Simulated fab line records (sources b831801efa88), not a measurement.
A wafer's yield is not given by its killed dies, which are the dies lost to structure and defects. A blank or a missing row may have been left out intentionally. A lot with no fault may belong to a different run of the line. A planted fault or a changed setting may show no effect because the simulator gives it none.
Lot-split experiment ; flow sfqLine ; 5 lots, 23 wafers read, on a route of 325 steps

ABOUT THE SPLIT
At SFQ_TRILAYER_M4_LITHO_PEB_096 (peb time 60 s), the setting pebTempC was moved away from the recipe's 115 C on 5 of the 23 wafers read, by +0.9% to +1.5%. The other wafers ran this setting at the recipe's value.

FROM THE SPLIT TO THE READING: what the file shows between them, 2 steps
- SFQ_TRILAYER_M4_LITHO_DEVELOP_095: time 60 s
- SFQ_TRILAYER_M4_BARC_OPEN_METAL_ETCH_123: etches BARC in O2, target depth 125 nm, time 41.7 s

THE READING
M4.cdNm (the simulator's own value, which no gauge read), in nm, at SFQ_TRILAYER_M4_ETCH_METAL_ETCH_096 (etches Nb in Cl2/Ar, stops on SiO2, target depth 240 nm, time 120 s). No usual value for it is given in the file. Here, 18 wafers ran the recipe; their average is 499.3 nm with a standard deviation of 1.7 nm.

wafer;tool, chamber at the split;pebTempC as run, C;against the recipe;M4.cdNm, nm;against lot-mates on the recipe
L078.1;lithoTrack-04, 0;115;recipe;499.2;-
L078.5;lithoTrack-04, 0;115;recipe;499.2;-
L078.2;lithoTrack-04, 0;115;recipe;500.6;-
L078.3;lithoTrack-04, 0;115;recipe;498.3;-
L078.6;lithoTrack-04, 0;115;recipe;497.4;-
L080.3;lithoTrack-03, 0;115;recipe;497.6;-
L080.4;lithoTrack-03, 0;115;recipe;499.7;-
L080.5;lithoTrack-03, 0;115;recipe;499.8;-
L082.1;lithoTrack-03, 0;115;recipe;497.3;-
L082.2;lithoTrack-03, 0;115;recipe;498.2;-
L082.3;lithoTrack-03, 0;115;recipe;498;-
L082.5;lithoTrack-03, 0;115;recipe;497.5;-
L082.6;lithoTrack-03, 0;115;recipe;497.7;-
L083.1;lithoTrack-03, 0;115;recipe;502.2;-
L083.3;lithoTrack-03, 0;116;+0.9%;482.8;-18.4
L083.4;lithoTrack-03, 0;115;recipe;499.7;-
L083.5;lithoTrack-03, 0;116;+0.9%;484.8;-16.4
L083.6;lithoTrack-03, 0;115;recipe;501.7;-
L084.1;lithoTrack-04, 0;115;recipe;502.6;-
L084.2;lithoTrack-04, 0;116.7;+1.5%;472.2;-29.4
L084.3;lithoTrack-04, 0;116.7;+1.5%;472.2;-29.4
L084.4;lithoTrack-04, 0;115;recipe;500.6;-
L084.6;lithoTrack-04, 0;116.7;+1.5%;470.7;-30.9

THE FIT
A straight line over all 23 wafers: M4.cdNm changes by -18.5 nm for each +1% of pebTempC; r = -0.99; the points scatter about the line by 1.6 nm.
The same after taking each lot's own level away (the mean of its wafers on the recipe; 23 wafers): -20.2 nm for each +1%; r = -1.00; scatter 0.93 nm.
Per that fit: largest pebTempC move, reading shift of 30 nm.
From 497.74 to 501.60 nm: that is the span of the lots' own levels, equal to 2.3 times the standard deviation above.
The two slopes are in agreement: the lot-to-lot level therefore moves the slope only a little.
Check: for one of the wafers moved furthest among these (+1.5%), held out of the fit, the line's prediction against its lot-mates is -30 nm. It came out at -29.4 nm against them.

THESE WAFERS: OTHER SPLITS
Before the reading, these wafers also passed through other splits. Each is held against what the fit with the lots' levels taken away leaves over:
other split on the same wafers;wafers away from the commonest value;r with M4.cdNm (lot level and that fit taken away)
SFQ_TRILAYER_M2_BARC_OPEN_METAL_ETCH_077 biasW;8;+0.02
SFQ_TRILAYER_I2_CMP_CMP_064 leaveAboveRefNm;6;+0.08
SFQ_TRILAYER_I2_VIA_LITHO_EXPOSE_068 doseMj;5;+0.03
SFQ_TRILAYER_M3_LITHO_COAT_075 spinRpm;6;+0.08
SFQ_TRILAYER_M3_BARC_OPEN_METAL_ETCH_100 timeS;11;+0.16
SFQ_TRILAYER_I3_DEP_PECVD_081 timeS;8;+0.03
SFQ_TRILAYER_I3_VIA_LITHO_PEB_088 pebTimeS;8;-0.11

THE WHOLE CHAIN: every reading that the file lists as answering this split, in the file's order
step;what it does;reading;change (the file's fit);r (the file's)
SFQ_TRILAYER_M4_BARC_OPEN_METAL_ETCH_123;etches BARC in O2, target depth 125 nm, time 41.7 s;M4.cdNm (the simulator's own value, which no gauge read);-19.4 nm for each +1% of the setting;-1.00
SFQ_TRILAYER_M4_ETCH_METAL_ETCH_096;etches Nb in Cl2/Ar, stops on SiO2, target depth 240 nm, time 120 s;M4.cdNm (the simulator's own value, which no gauge read);-20.2 nm for each +1% of the setting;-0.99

FILE'S OWN FIT
M4.cdNm changes by -20.2 nm for each +1% of pebTempC, r = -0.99.
